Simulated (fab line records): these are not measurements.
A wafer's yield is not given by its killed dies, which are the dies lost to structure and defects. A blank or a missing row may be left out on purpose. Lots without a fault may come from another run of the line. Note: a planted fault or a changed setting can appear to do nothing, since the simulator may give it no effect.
fab line records	flow gf180mcu
[record] lots = 6	wafers = 18	lastDay = 34
route steps=602 shown V2@397 M3@409
lots that met no fault: taken from a fault-free run of the same line
startH: hours from the record's first day to the start of the lot's first wafer shown	waitH: how many hours have passed since the lot's step before this one	" same as the row above	L1.1+2: a single row standing in for several wafers	- no value present, or no start provided	* or withheld: withheld	< > ~ a bound
route shown NAME@n: a module of which the file shows steps, and the number in the route of the first	usual: the fault-free wafers' mean and standard deviation	same: alike in all rows	chamber/n: place in a boat	sites: each site's reading	_std_site: standard deviation of those values	_edge_site: the outer-site mean with the inner-site mean subtracted	radiusMm: for every site, how far away it sits from the centre of the wafer	mask NAME#n: copy n	behind: the tool/chamber that last shaped the wafer	hold: cause of the lot's hold/its duration in hours/its outcome	device: the transistor (n, p or np) that didn't switch	end of line: the same wafers' tests at the end of the route	step lacking rows: just its recipe	killed: not the wafer's yield, but the dies lost to structure and defects at the first sort	map: dies across one wafer; x = killed, . = not, _ = none there
set.NAME: the setting that was run; set.NAME@STEP: the one run at that earlier step	model.NAME: the simulator's own value behind a step, which no gauge read
lots at some steps of the route; a table a step, a row a wafer
services: when a tool's chamber went out of use (startH, in hours from the record's first day, below 0 if earlier), for how many hours, and the reason
[[steps]]
[step GF_V2_OVL_MEAS_15]
[usual] V2_OVL = 1/5.5
lot.wafer	tool	chamber	startH	waitH	V2_OVL[nm]
L672.1	overlay-01	-	454.57	0.1	-4
L672.3	"	-	"	"	0
L672.5	"	-	"	"	1
L679.3	overlay-01	-	537.07	0.1	-3
L679.4	"	-	"	"	2
L679.6	"	-	"	"	-7
L689.3	overlay-01	-	606.49	0.1	-2
L689.4	"	-	"	"	-2
L689.5	"	-	"	"	3
L690.3	overlay-01	-	616.19	0.1	-5
L690.4	"	-	"	"	-1
L690.5	"	-	"	"	-10
L692.2	overlay-01	-	630.34	0.1	3
L692.3	"	-	"	"	-4
L692.5	"	-	"	"	3
L693.2	overlay-02	-	637.09	0.1	5
L693.3	"	-	"	"	7
L693.5	"	-	"	"	8
[step GF_V2_ETCH_16]
[recipe] chemistry = N2/H2	targetDepthA = withheld	overetchA = withheld	timeS = withheld	target = BARC	ionEnergyEv = 200	sourceW = 500	biasW = 100	pressureMtorr = 30	n2FlowSccm = 100	h2FlowSccm = 200
[usual] drypumpMotorCurrentA = 5.8/0.55	oesProductAu = 0.856/0.0047	rfFwdPowerW = 494.4/2.2	throttleValvePct = 13.226/0.0086
lot.wafer	tool	chamber	startH	waitH	drypumpMotorCurrentA	oesProductAu	rfFwdPowerW	throttleValvePct
L672.1	rieDiel-03	3	454.60	0.0	5.3	0.857	496.0	13.230
L672.3	"	0	"	"	4.9	0.855	490.7	13.219
L672.5	"	0	"	"	4.9	0.846	493.8	13.229
L679.3	rieDiel-02	1	537.09	0.0	5.9	0.863	495.4	13.222
L679.4	"	0	"	"	6.2	0.858	495.6	13.223
L679.6	"	3	"	"	5.6	0.854	498.8	13.219
L689.3	rieDiel-02	3	606.52	0.0	5.6	0.849	494.4	13.220
L689.4	"	2	"	"	6.2	0.856	491.2	13.221
L689.5	"	1	"	"	5.8	0.850	494.2	13.222
L690.3	rieDiel-01	2	616.22	0.0	6.0	0.852	497.2	13.231
L690.4	"	0	"	"	6.2	0.853	491.8	13.219
L690.5	"	2	"	"	6.0	0.861	496.2	13.228
L692.2	rieDiel-03	0	630.37	0.0	4.9	0.861	490.3	13.225
L692.3	"	2	"	"	5.1	0.854	491.4	13.210
L692.5	"	0	"	"	4.9	0.864	491.7	13.220
L693.2	rieDiel-02	1	637.12	0.0	5.8	0.854	495.7	13.222
L693.3	"	3	"	"	5.6	0.859	496.2	13.221
L693.5	"	1	"	"	5.8	0.862	496.3	13.215
[step GF_V2_ETCH_17]
[recipe] chemistry = C4F8/O2/Ar	maskMaterial = KrF	target = SiO2	stopOn = TiN	sourceW = 1500	biasW = 1200	pressureMtorr = 40	c4f8FlowSccm = withheld	O2_flow_sccm = 6	Ar_flow_sccm = 300	timeS = withheld	targetDepthA = 6300
[usual] oesProductAu = 0.856/0.0042	rfFwdPowerW = 1492/5.3
lot.wafer	tool	chamber	startH	waitH	oesProductAu	rfFwdPowerW
L672.1	rieDiel-03	3	-	-	0.857	1501
L672.3	"	0	"	"	0.856	1492
L672.5	"	0	"	"	0.857	1497
L679.3	rieDiel-02	1	-	-	0.858	1495
L679.4	"	0	"	"	0.852	1495
L679.6	"	3	"	"	0.861	1497
L689.3	rieDiel-02	3	-	-	0.857	1499
L689.4	"	2	"	"	0.854	1496
L689.5	"	1	"	"	0.858	1495
L690.3	rieDiel-01	2	-	-	0.857	1496
L690.4	"	0	"	"	0.859	1499
L690.5	"	2	"	"	0.856	1497
L692.2	rieDiel-03	0	-	-	0.849	1490
L692.3	"	2	"	"	0.863	1491
L692.5	"	0	"	"	0.848	1487
L693.2	rieDiel-02	1	-	-	0.853	1499
L693.3	"	3	"	"	0.858	1485
L693.5	"	1	"	"	0.854	1499
[step GF_V2_STRIP_18]
[recipe] chemistry = O2/N2	powerW = 1400	pressureMtorr = 1500	platenTempC = 250	o2FlowSccm = 3000	n2FlowSccm = 300	overashFraction = 0.5
[step GF_V2_STRIP_19]
[recipe] chemistry = postEtchResidueRemover	timeS = 1200	tempC = 72.5
[step GF_V2_CLEAN_20]
[recipe] chemistry = DIW	dry = n2Spin
[step GF_V2_SPUTTER_21]
[recipe] material = Ti	targetThkNm = 15	chamberPressurePa = 5	powerW = 2500	substrateTempC = 200	timeS = 80.02
[step GF_V2_SPUTTER_22]
[recipe] material = TiN	targetThkNm = 10	chamberPressurePa = 5	powerW = 4000	timeS = 40
[step GF_V2_CVD_23]
[recipe] material = W	targetThkNm = 350	timeS = 104.94	tempC = 400	pressureTorr = 40
[usual] heaterPowerW = 805/91
[same] timeS = 104.94
lot.wafer	tool	chamber	startH	waitH	heaterPowerW
L672.1	cvdW-02	0	455.40	0.0	808
L672.3	"	1	"	"	767
L672.5	"	0	"	"	805
L679.3	cvdW-02	1	537.94	0.1	768
L679.4	"	0	"	"	821
L679.6	"	0	"	"	814
L689.3	cvdW-01	0	607.43	0.1	968
L689.4	"	1	"	"	671
L689.5	"	1	"	"	672
L690.3	cvdW-02	1	617.08	0.1	765
L690.4	"	0	"	"	845
L690.5	"	0	"	"	811
L692.2	cvdW-02	1	631.13	0.0	772
L692.3	"	1	"	"	740
L692.5	"	1	"	"	750
L693.2	cvdW-02	1	637.88	0.0	788
L693.3	"	0	"	"	812
L693.5	"	0	"	"	845
[step GF_V2_RS_MEAS_24]
[recipe] thkMeasGauge = four-point-probe	reads = W_of_V2_CVD_23+TiN_of_V2_SPUTTER_22+Ti_of_V2_SPUTTER_21
[usual] V2_W_RS = 0.330/0.0033
lot.wafer	tool	chamber	startH	waitH	V2_W_RS[ohm/sq]
L672.1	filmMetro-03	-	455.51	0.1	0.329
L672.3	"	-	"	"	0.332
L672.5	"	-	"	"	0.329
L679.3	filmMetro-03	-	538.06	0.1	0.333
L679.4	"	-	"	"	0.335
L679.6	"	-	"	"	0.336
L689.3	filmMetro-02	-	607.54	0.1	0.332
L689.4	"	-	"	"	0.329
L689.5	"	-	"	"	0.328
L690.3	filmMetro-03	-	617.20	0.1	0.327
L690.4	"	-	"	"	0.329
L690.5	"	-	"	"	0.331
L692.2	filmMetro-01	-	631.26	0.1	0.334
L692.3	"	-	"	"	0.330
L692.5	"	-	"	"	0.337
L693.2	filmMetro-02	-	638.01	0.1	0.330
L693.3	"	-	"	"	0.330
L693.5	"	-	"	"	0.333
[step GF_V2_THK_MEAS_25]
[recipe] thkMeasGauge = xrf	reads = W_of_V2_CVD_23
[usual] V2_W_THK = 356/6.3
lot.wafer	tool	chamber	startH	waitH	V2_W_THK[nm]
L672.1	filmMetro-03	-	455.63	0.1	362
L672.3	"	-	"	"	362
L672.5	"	-	"	"	365
L679.3	filmMetro-03	-	538.16	0.1	357
L679.4	"	-	"	"	355
L679.6	"	-	"	"	353
L689.3	filmMetro-02	-	607.64	0.1	356
L689.4	"	-	"	"	360
L689.5	"	-	"	"	361
L690.3	filmMetro-03	-	617.30	0.1	362
L690.4	"	-	"	"	362
L690.5	"	-	"	"	357
L692.2	filmMetro-01	-	631.37	0.1	345
L692.3	"	-	"	"	351
L692.5	"	-	"	"	341
L693.2	filmMetro-02	-	638.12	0.1	361
L693.3	"	-	"	"	361
L693.5	"	-	"	"	360
[step GF_V2_CMP_26]
[recipe] stopOn = SiO2	downForcePsi = 3.5	platenRpm = 60	tOverpolishS = 15	targetThkNm = 0	padVelocityMS = 0.94248
[step GF_M3_SPUTTER_00]
[recipe] material = Ti	targetThkNm = 37.5	arrivingIonEnergyEv = 80	substrateTempC = 200	chamberPressurePa = 2	powerW = 4000	timeS = 150
[usual] cathodeDcPowerW = 4000.0/0.7	chamberPressurePa = 2.000/0.0039	throttleValvePct = 29.3/0.89	timeS = 150/0
lot.wafer	tool	chamber	startH	waitH	cathodeDcPowerW	chamberPressurePa	throttleValvePct	timeS
L672.1	pvdSputter-03	-	455.99	0.2	4000.0	2.000	28.9	150
L672.3	"	-	"	"	3999.7	1.990	30.9	150
L672.5	"	-	"	"	4000.2	1.996	28.9	150
L679.3	pvdSputter-04	-	538.50	0.1	4001.1	2.001	28.8	150
L679.4	"	-	"	"	3999.8	1.999	29.8	150
L679.6	"	-	"	"	3999.2	2.006	29.8	150
L689.3	pvdSputter-03	-	607.98	0.2	-	-	-	-
L689.4	"	-	"	"	-	-	-	-
L689.5	"	-	"	"	-	-	-	-
L690.3	pvdSputter-01	-	617.64	0.1	-	-	-	-
L690.4	"	-	"	"	-	-	-	-
L690.5	"	-	"	"	-	-	-	-
L692.2	pvdSputter-04	-	631.72	0.2	4000.5	1.999	28.8	150
L692.3	"	-	"	"	3999.4	2.002	29.8	150
L692.5	"	-	"	"	3998.9	2.002	29.1	150
L693.2	pvdSputter-01	-	638.47	0.1	3999.7	1.999	28.8	150
L693.3	"	-	"	"	3999.3	2.003	30.3	150
L693.5	"	-	"	"	3999.0	2.005	29.5	150
[step GF_M3_SPUTTER_01]
[recipe] material = TiN	targetThkNm = 30	powerW = 6500	timeS = 25	chamberPressurePa = 0.4
[usual] cathodeDcPowerW = 6500.0/1.2	chamberPressurePa = 0.4000/0.00086	throttleValvePct = 29.3/0.88
[same] timeS = 25
lot.wafer	tool	chamber	startH	waitH	cathodeDcPowerW	chamberPressurePa	throttleValvePct
L672.1	pvdSputter-03	-	456.09	0.1	6500.2	0.3985	28.9
L672.3	"	-	"	"	6498.3	0.4001	30.6
L672.5	"	-	"	"	6498.5	0.3982	28.7
L679.3	pvdSputter-04	-	538.60	0.1	6501.0	0.4007	28.6
L679.4	"	-	"	"	6498.6	0.3992	29.9
L679.6	"	-	"	"	6500.0	0.3993	29.6
L689.3	pvdSputter-03	-	608.08	0.1	6499.1	0.3984	28.9
L689.4	"	-	"	"	6499.8	0.3998	29.6
L689.5	"	-	"	"	6501.8	0.4001	29.5
L690.3	pvdSputter-01	-	617.74	0.1	6501.5	0.4000	28.7
L690.4	"	-	"	"	6500.8	0.3992	27.1
L690.5	"	-	"	"	6500.2	0.3997	29.2
L692.2	pvdSputter-04	-	631.82	0.1	6500.0	0.4015	28.7
L692.3	"	-	"	"	6501.0	0.4018	29.6
L692.5	"	-	"	"	6499.2	0.4007	29.3
L693.2	pvdSputter-01	-	638.57	0.1	6499.2	0.4003	28.6
L693.3	"	-	"	"	6500.9	0.3998	30.0
L693.5	"	-	"	"	6500.4	0.4009	29.6
[step GF_M3_SPUTTER_02]
[recipe] material = AlCu	targetThkNm = 450	powerW = 10600	timeS = 23.9	chamberPressurePa = 0.4
[usual] cathodeDcPowerW = 10600/1.9	chamberPressurePa = 0.4000/0.00077	throttleValvePct = 29.3/0.87
[same] timeS = 23.9
lot.wafer	tool	chamber	startH	waitH	cathodeDcPowerW	chamberPressurePa	throttleValvePct
L672.1	pvdSputter-03	-	456.12	0.0	10601	0.3988	28.8
L672.3	"	-	"	"	10597	0.3990	30.7
L672.5	"	-	"	"	10602	0.3992	28.8
L679.3	pvdSputter-04	-	538.63	0.0	10604	0.4000	28.8
L679.4	"	-	"	"	10600	0.3999	30.0
L679.6	"	-	"	"	10601	0.3995	30.1
L689.3	pvdSputter-03	-	608.11	0.0	10599	0.4003	28.7
L689.4	"	-	"	"	10601	0.4000	29.9
L689.5	"	-	"	"	10605	0.3994	29.3
L690.3	pvdSputter-01	-	617.77	0.0	10602	0.4005	29.0
L690.4	"	-	"	"	10602	0.3986	27.7
L690.5	"	-	"	"	10603	0.3988	29.3
L692.2	pvdSputter-04	-	631.85	0.0	10601	0.4006	28.6
L692.3	"	-	"	"	10599	0.3991	29.9
L692.5	"	-	"	"	10598	0.4003	29.0
L693.2	pvdSputter-01	-	638.60	0.0	10602	0.4003	28.8
L693.3	"	-	"	"	10595	0.4004	30.3
L693.5	"	-	"	"	10603	0.4009	29.5
[step GF_M3_SPUTTER_03]
[recipe] material = Ti	targetThkNm = 10	substrateTempC = 300	chamberPressurePa = 0.3	powerW = 3000	timeS = 6.7
[step GF_M3_SPUTTER_04]
[recipe] material = TiN	targetThkNm = 50	powerW = 6500	timeS = 41.7	chamberPressurePa = 0.4
[step GF_M3_DEHYDRATE_07]
[recipe] tempC = 200	timeS = 60
[step GF_M3_HMDS_08]
[recipe] primeTimeS = 60	primeTempC = 120
[step GF_M3_COAT_09]
[recipe] resist = KrF	spinRpm = withheld	resistThkNm = 1000
[step GF_M3_SOFTBAKE_10]
[recipe] tempC = 130	timeS = 60	resist = KrF
[step GF_M3_EXPOSE_11]
[recipe] maskId = Metal3	targetCdNm = 280	na = 0.68	sourceShape = conventional	sigmaOuter = 0.6	doseMj = 28
[step GF_M3_PEB_12]
[recipe] pebTempC = 135	pebTimeS = 90	resist = KrF
[step GF_M3_DEVELOP_13]
[recipe] developTimeS = 60	devTempC = 21
[step GF_M3_CD_MEAS_14]
[recipe] targetCdNm = 280
[usual] cdNm = 279.9/0.8
lot.wafer	tool	chamber	startH	waitH	cdNm
L672.1	cdSem-01	-	480.44	0.1	280.8
L672.3	"	-	"	"	280.7
L672.5	"	-	"	"	279.9
L679.3	cdSem-02	-	560.37	0.1	280.7
L679.4	"	-	"	"	280.1
L679.6	"	-	"	"	279.9
L689.3	cdSem-01	-	629.22	0.1	282.4
L689.4	"	-	"	"	280.5
L689.5	"	-	"	"	280.5
L690.3	cdSem-02	-	638.08	0.1	279.3
L690.4	"	-	"	"	279.7
L690.5	"	-	"	"	279.3
L692.2	cdSem-01	-	651.71	0.1	279.0
L692.3	"	-	"	"	278.3
L692.5	"	-	"	"	279.7
L693.2	cdSem-02	-	658.21	0.1	279.3
L693.3	"	-	"	"	278.6
L693.5	"	-	"	"	280.5
[step GF_M3_OVL_MEAS_15]
[usual] M3_OVL = -2/5.6
lot.wafer	tool	chamber	startH	waitH	M3_OVL[nm]
L672.1	overlay-01	-	480.56	0.1	-6
L672.3	"	-	"	"	2
L672.5	"	-	"	"	-4
L679.3	overlay-01	-	560.46	0.1	7
L679.4	"	-	"	"	-3
L679.6	"	-	"	"	0
L689.3	overlay-01	-	629.31	0.1	-7
L689.4	"	-	"	"	-5
L689.5	"	-	"	"	-3
L690.3	overlay-02	-	638.18	0.1	-5
L690.4	"	-	"	"	-1
L690.5	"	-	"	"	1
L692.2	overlay-01	-	651.82	0.1	-1
L692.3	"	-	"	"	3
L692.5	"	-	"	"	0
L693.2	overlay-02	-	658.32	0.1	-7
L693.3	"	-	"	"	-2
L693.5	"	-	"	"	-4
[step GF_M3_METAL_ETCH_16]
[recipe] chemistry = Cl2/BCl3	maskMaterial = KrF	targetDepthNm = 627.5	stopOn = SiO2	pressureMtorr = 8	icpW = 800	biasW = 140	Cl2_flow_sccm = 80	bcl3FlowSccm = 40	timeS = 104.6
[usual] drypumpMotorCurrentA = 5.63/0.28	oesProductAu = 0.972/0.0068	rfFwdPowerW = 796.3/2.5	throttleValvePct = 28.251/0.01
[same] timeS = 104.6
lot.wafer	tool	chamber	startH	waitH	drypumpMotorCurrentA	oesProductAu	rfFwdPowerW	rfHoursCounterH	throttleValvePct
L672.1	rieMetal-03	1	480.59	0.0	5.72	0.980	796.7	4	28.257
L672.3	"	1	"	"	5.72	0.978	797.7	-	28.235
L672.5	"	0	"	"	5.63	0.977	798.3	-	28.254
L679.3	rieMetal-03	0	560.52	0.1	5.65	0.971	802.2	-	28.258
L679.4	"	1	"	"	5.70	0.974	794.5	-	28.246
L679.6	"	1	"	"	5.71	0.964	797.7	-	28.256
L689.3	rieMetal-03	1	629.37	0.1	5.72	1.005	795.4	-	28.212
L689.4	"	0	"	"	5.64	0.990	797.6	-	28.231
L689.5	"	0	"	"	5.64	0.985	800.1	-	28.236
L690.3	rieMetal-04	1	638.24	0.1	5.55	0.987	798.4	-	28.232
L690.4	"	0	"	"	5.76	0.988	797.2	-	28.240
L690.5	"	1	"	"	5.56	0.999	799.1	-	28.229
L692.2	rieMetal-01	0	651.85	0.0	6.03	0.974	793.0	3	28.240
L692.3	"	0	"	"	6.02	0.967	788.4	-	28.249
L692.5	"	1	"	"	5.06	0.977	794.5	-	28.261
L693.2	rieMetal-04	0	658.35	0.0	5.79	0.971	799.6	3	28.256
L693.3	"	1	"	"	5.55	0.976	799.3	-	28.242
L693.5	"	0	"	"	5.77	0.969	797.7	-	28.244
[step GF_M3_STRIP_17]
[recipe] chemistry = O2/N2	powerW = 1400	pressureMtorr = 1500	platenTempC = 250	o2FlowSccm = 3000	n2FlowSccm = 300	overashFraction = 0.5
[[services]]
tool	chamber	startH	hours	kind
rieMetal-03	-	440.71	2.8	pm
rieDiel-02	-	461.28	0.1	repair
rieDiel-01	3	465.54	2.3	repair
rieMetal-01	-	465.67	0.6	repair
pvdSputter-03	-	467.61	10.1	repair
rieDiel-01	0	480.33	17.1	repair
pvdSputter-01	-	497.76	3.2	repair
rieDiel-02	1	497.82	2.6	repair
pvdSputter-01	-	514.59	2.9	repair
pvdSputter-03	-	535.00	60.1	repair
cvdW-01	1	538.32	1.2	repair
pvdSputter-01	-	539.82	2.8	repair
pvdSputter-04	-	542.78	23.0	repair
rieDiel-02	2	561.04	13.7	repair
pvdSputter-03	-	566.19	1.2	repair
rieDiel-01	3	573.70	5.4	repair
rieDiel-02	3	588.79	3.1	repair
pvdSputter-03	-	597.70	2.3	repair
pvdSputter-04	-	610.78	15.8	repair
rieMetal-04	0	613.29	1.2	repair
rieMetal-03	-	621.22	0.5	repair
rieDiel-03	3	621.86	11.0	repair
pvdSputter-04	-	635.39	3.9	repair
rieMetal-03	1	639.16	53.6	repair
[[key]]
[firstSign] step = GF_M3_SPUTTER_00	reading = toolRecord	direction = missing
[effect] step = GF_M3_METAL_ETCH_16	reading = oesProductAu	direction = up	sigmas = 3	usual = 0.972	struck = 0.992
metAt GF_M3_SPUTTER_00
struckWafers L689.3,L689.4,L689.5,L690.3,L690.4,L690.5
laterRowsLeftOut L689.3,L689.4,L689.5,L690.3,L690.4,L690.5
sortLeftOut L689.3,L689.4,L689.5,L690.3,L690.4,L690.5
onsetBetween 455.99 607.98
[fault] kind = skippedStepWhole	tool = pvdSputter-01,pvdSputter-03	chamber = -	onsetH = 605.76	steps = GF_M3_SPUTTER_00	scope = struckLotsOnly
// sortLeftOut: the simulated sort isn't trusted on such a fault, so these wafers' sort isn't shown, and their yield isn't known
// laterRowsLeftOut: the simulator's readings of these wafers behind a module that went badly wrong aren't trusted and aren't shown, but for the sort
